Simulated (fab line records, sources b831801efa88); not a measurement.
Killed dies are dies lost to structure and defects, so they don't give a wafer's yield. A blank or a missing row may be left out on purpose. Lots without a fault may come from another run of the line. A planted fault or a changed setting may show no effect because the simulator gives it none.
Which tool did it? | flow gf180mcu | 11 lots, 33 wafers sampled, at 6 steps of a route of 602

WHAT THE GAUGES READ, wafer by wafer
GF_POLY_GATE_THK_MEAS_01. Usual: POLY_GATE_CVD_00_THK 200.6 nm, standard deviation 1.9.
lot  | measured     | on            | POLY_GATE_CVD_00_THK (nm)           | flag
L888 | day 9 10:53  | film_metro-02 | 201.2 198.6 200.1                   |
L889 | day 9 14:41  | film_metro-03 | 202.6 202.5 201.7                   |
L890 | day 9 22:53  | film_metro-04 | 198.8 199.9 199.8                   |
L892 | day 10 16:30 | film_metro-03 | 196.9 197.7 194.5                   |
L894 | day 11 02:59 | film_metro-03 | 204.6 204.5 205.4                   |
L900 | day 12 20:25 | film_metro-04 | 155.0 156.9 156.4 155.0 157.0 156.3 | OFF
L901 | day 13 03:16 | film_metro-04 | 156.8 156.6 156.8 156.9 156.6 156.8 | OFF
L902 | day 13 11:44 | film_metro-02 | 156.1 157.1 154.3 156.1 157.2 154.3 | OFF
L903 | day 13 21:37 | film_metro-04 | 157.0 158.2 158.5 157.0 158.4 158.4 | OFF
L907 | day 14 21:52 | film_metro-03 | 200.5 199.2 200.2                   |
L908 | day 15 08:26 | film_metro-04 | 199.7 200.3 199.6                   |

GF_M2_OVL_MEAS_15. Usual: M2_OVL -1 nm, standard deviation 4.8.
lot  | measured     | on         | M2_OVL (nm) | flag
L888 | day 20 12:35 | overlay-01 | 0 0 -3      |
L889 | day 20 20:31 | overlay-02 | 1 -6 -3     |
L890 | day 21 07:24 | overlay-02 | 4 -6 0      |
L892 | day 22 05:40 | overlay-02 | 2 4 6       |
L894 | day 22 16:44 | overlay-01 | 3 3 2       |
L900 | day 24 15:05 | overlay-01 | -1 -9 -1    |
L901 | day 25 01:43 | overlay-01 | -1 -8 -4    |
L902 | day 25 09:21 | overlay-02 | 14 8 7      |
L903 | day 25 19:07 | overlay-02 | -10 -3 -8   |
L907 | day 26 23:59 | overlay-02 | 0 -4 -1     |
L908 | day 27 08:37 | overlay-01 | -6 -5 -7    |

WHICH TOOL RAN EACH LOT (tool, then ch and the chambers of the sampled wafers, then the start)
lot  | GF_POLY_GATE_CVD_00         | GF_POLY_GATE_ETCH_13             | GF_V1_ETCH_17                                 | GF_V1_CVD_23
L888 | lpcvd-02 ch 0, day 9 09:32  | rie_si-01 ch 0,3, day 10 04:31   | rie_diel-03 ch 0,1, day 19 11:39 or earlier   | cvd_w-01 ch 0,1, day 19 11:39
L889 | lpcvd-01 ch 0, day 9 13:21  | rie_si-01 ch 0,1, day 10 09:08   | rie_diel-04 ch 1,2, day 19 19:38 or earlier   | cvd_w-02 ch 0, day 19 19:38
L890 | lpcvd-02 ch 1, day 9 21:32  | rie_si-02 ch 1,2,3, day 10 17:53 | rie_diel-03 ch 0,1,2, day 20 06:33 or earlier | cvd_w-01 ch 0,1, day 20 06:33
L892 | lpcvd-02 ch 0, day 10 15:10 | rie_si-01 ch 1,2,3, day 11 11:25 | rie_diel-01 ch 1,2,3, day 21 04:56 or earlier | cvd_w-02 ch 0,1, day 21 04:56
L894 | lpcvd-01 ch 1, day 11 01:39 | rie_si-02 ch 0,1,3, day 11 22:30 | rie_diel-04 ch 0,3, day 21 16:08 or earlier   | cvd_w-02 ch 0,1, day 21 16:08
L900 | lpcvd-02 ch 0, day 12 19:04 | rie_si-01 ch 0,3, day 13 16:51   | rie_diel-01 ch 0,3, day 23 16:05 or earlier   | cvd_w-01 ch 0,1, day 23 16:05
L901 | lpcvd-02 ch 0, day 13 01:55 | rie_si-01 ch 0,1,2, day 13 23:08 | rie_diel-03 ch 0,2,3, day 24 03:02 or earlier | cvd_w-01 ch 0,1, day 24 03:02
L902 | lpcvd-02 ch 0, day 13 10:25 | rie_si-02 ch 1,2, day 14 11:16   | rie_diel-03 ch 2,3, day 24 11:04 or earlier   | cvd_w-02 ch 0,1, day 24 11:04
L903 | lpcvd-02 ch 0, day 13 20:16 | rie_si-01 ch 0,2, day 14 18:58   | rie_diel-04 ch 1,2, day 24 20:41 or earlier   | cvd_w-02 ch 0,1, day 24 20:41
L907 | lpcvd-01 ch 1, day 14 20:31 | rie_si-02 ch 1,2,3, day 15 19:08 | rie_diel-03 ch 0,1,3, day 26 01:55 or earlier | cvd_w-02 ch 0,1, day 26 01:55
L908 | lpcvd-01 ch 0, day 15 07:05 | rie_si-02 ch 0,3, day 16 05:33   | rie_diel-04 ch 0,1,2, day 26 10:57 or earlier | cvd_w-02 ch 0, day 26 10:57
- GF_POLY_GATE_CVD_00: deposits poly-Si, target thk 200 nm, time 1200 s.
- GF_POLY_GATE_ETCH_13: etches poly-Si in HBr/Cl2, stops on SiO2, target depth 198.5 nm, time 69.6 s.
- GF_V1_ETCH_17: etches SiO2 in C4F8/O2/Ar, stops on TiN, target depth 630 nm.
- GF_V1_CVD_23: deposits W, target thk 350 nm, time 105.05 s.

WHAT THE TOOLS THEMSELVES READ (means of the sampled wafers that have a number; where no wafer has one, the mark that the record gives instead)
GF_POLY_GATE_CVD_00. Usual: spike_tc_bottom_C 640.3 C, standard deviation 1.6; susceptor_temp_C 620.06 C, standard deviation 0.27; zone_power_lower_pct 8.6 %, standard deviation 1.2.
lot  | tool     | spike_tc_bottom_C (C) | susceptor_temp_C (C) | zone_power_lower_pct (%) | flag
L888 | lpcvd-02 | 640.5                 | 620.13               | 8.3                      |
L889 | lpcvd-01 | 638.1                 | 620.08               | 6.8                      |
L890 | lpcvd-02 | 640.3                 | 620.19               | 9.8                      |
L892 | lpcvd-02 | 639.7                 | 620.04               | 8.2                      |
L894 | lpcvd-01 | 641.7                 | 620.12               | 10.0                     |
L900 | lpcvd-02 | 640.0                 | 620.24               | 8.2                      |
L901 | lpcvd-02 | 640.7                 | 620.14               | 8.2                      |
L902 | lpcvd-02 | 639.2                 | 619.73               | 8.2                      |
L903 | lpcvd-02 | 638.7                 | 620.28               | 8.2                      |
L907 | lpcvd-01 | 642.5                 | 619.95               | 9.9                      |
L908 | lpcvd-01 | 639.1                 | 620.24               | 6.8                      |

GF_POLY_GATE_ETCH_13. Usual: bias_w 100.0 W, standard deviation 0.32; drypump_motor_current_A 5.7 A, standard deviation 0.36; oes_product_au 0.989 a.u., standard deviation 0.0088; throttle_valve_pct 33.685 %, standard deviation 0.0088.
lot  | tool      | bias_w (W) | drypump_motor_current_A (A) | oes_product_au (a.u.) | throttle_valve_pct (%) | flag
L888 | rie_si-01 | 100.3      | 5.6                         | 0.995                 | 33.680                 |
L889 | rie_si-01 | 99.9       | 5.5                         | 0.992                 | 33.687                 |
L890 | rie_si-02 | 99.7       | 5.7                         | 0.984                 | 33.695                 |
L892 | rie_si-01 | 99.9       | 5.7                         | 0.977                 | 33.683                 |
L894 | rie_si-02 | 100.0      | 5.7                         | 1.002                 | 33.675                 |
L900 | rie_si-01 | 99.8       | 5.6                         | 0.837                 | 33.687                 | OFF
L901 | rie_si-01 | 100.0      | 5.8                         | 0.839                 | 33.679                 | OFF
L902 | rie_si-02 | 100.1      | 5.6                         | 0.841                 | 33.687                 | OFF
L903 | rie_si-01 | 100.0      | 5.9                         | 0.845                 | 33.681                 | OFF
L907 | rie_si-02 | 99.8       | 5.7                         | 0.990                 | 33.690                 |
L908 | rie_si-02 | 99.9       | 5.8                         | 0.989                 | 33.690                 |

GF_V1_ETCH_17. Usual: bias_w 1200 W, standard deviation 3.9; oes_product_au 0.856 a.u., standard deviation 0.0048.
lot  | tool        | bias_w (W) | oes_product_au (a.u.) | flag
L888 | rie_diel-03 | 1198       | 0.854                 |
L889 | rie_diel-04 | 1201       | 0.853                 |
L890 | rie_diel-03 | 1200       | 0.857                 |
L892 | rie_diel-01 | 1194       | 0.856                 |
L894 | rie_diel-04 | 1200       | 0.856                 |
L900 | rie_diel-01 | 1204       | 0.858                 |
L901 | rie_diel-03 | 1201       | 0.857                 |
L902 | rie_diel-03 | 1203       | 0.855                 |
L903 | rie_diel-04 | 1198       | 0.858                 |
L907 | rie_diel-03 | 1198       | 0.857                 |
L908 | rie_diel-04 | 1197       | 0.859                 |

GF_V1_CVD_23. Usual: chamber_pressure_Torr 39.99 Torr, standard deviation 0.088; heater_power_w 914 W, standard deviation 140; susceptor_temp_C 399.98 C, standard deviation 0.22.
lot  | tool     | chamber_pressure_Torr (Torr) | heater_power_w (W) | susceptor_temp_C (C) | flag
L888 | cvd_w-01 | 40.02                        | 910                | 399.99               |
L889 | cvd_w-02 | 39.96                        | 1062               | 400.02               |
L890 | cvd_w-01 | 39.99                        | 878                | 400.01               |
L892 | cvd_w-02 | 39.98                        | 828                | 399.84               |
L894 | cvd_w-02 | 40.02                        | 825                | 399.70               |
L900 | cvd_w-01 | 39.94                        | 876                | 399.84               |
L901 | cvd_w-01 | 40.02                        | 918                | 400.20               |
L902 | cvd_w-02 | 39.95                        | 838                | 400.14               |
L903 | cvd_w-02 | 39.95                        | 948                | 399.80               |
L907 | cvd_w-02 | 40.02                        | 953                | 400.05               |
L908 | cvd_w-02 | 39.92                        | 1084               | 400.14               |

THE ANSWER, worked out from the rows above alone
Rule: a lot is off if the mean of its wafers that have a number lies more than 3 standard deviations from the usual mean. A lot without any number at a reading at which 4 lots or more have one is off too. The other lots that the step has rows for count as sound. The gauges are gone through in route order, then the tools' own readings, and for those a lot's mean is taken as printed above. The first step at which some lot is off is used, and at that step the reading that is off furthest; a lot without a number counts as furthest.
Off: L900, L901, L902, L903, at GF_POLY_GATE_THK_MEAS_01 (POLY_GATE_CVD_00_THK).
A tool fits if, at a process step before that reading, it ran every lot that is off, and no sound lot after the first of them. The gauges at GF_POLY_GATE_THK_MEAS_01 aren't tried: what is off there is off at GF_POLY_GATE_ETCH_13 too, on other tools, and a gauge's error can't cause that. One fits: lpcvd-02 at GF_POLY_GATE_CVD_00. Its last sound lot is L892 (day 10 15:10), its first lot that is off L900 (day 12 19:04): a fault that began between those two fits.

WHAT THE SIMULATOR HAD PUT IN
Site profile drift: lpcvd-02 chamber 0, from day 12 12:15 on, at GF_POLY_GATE_CVD_00. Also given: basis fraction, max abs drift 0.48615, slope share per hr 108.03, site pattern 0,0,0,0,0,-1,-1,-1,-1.
Lots struck among those shown: L900, L901, L902, L903. The rule above found the same.
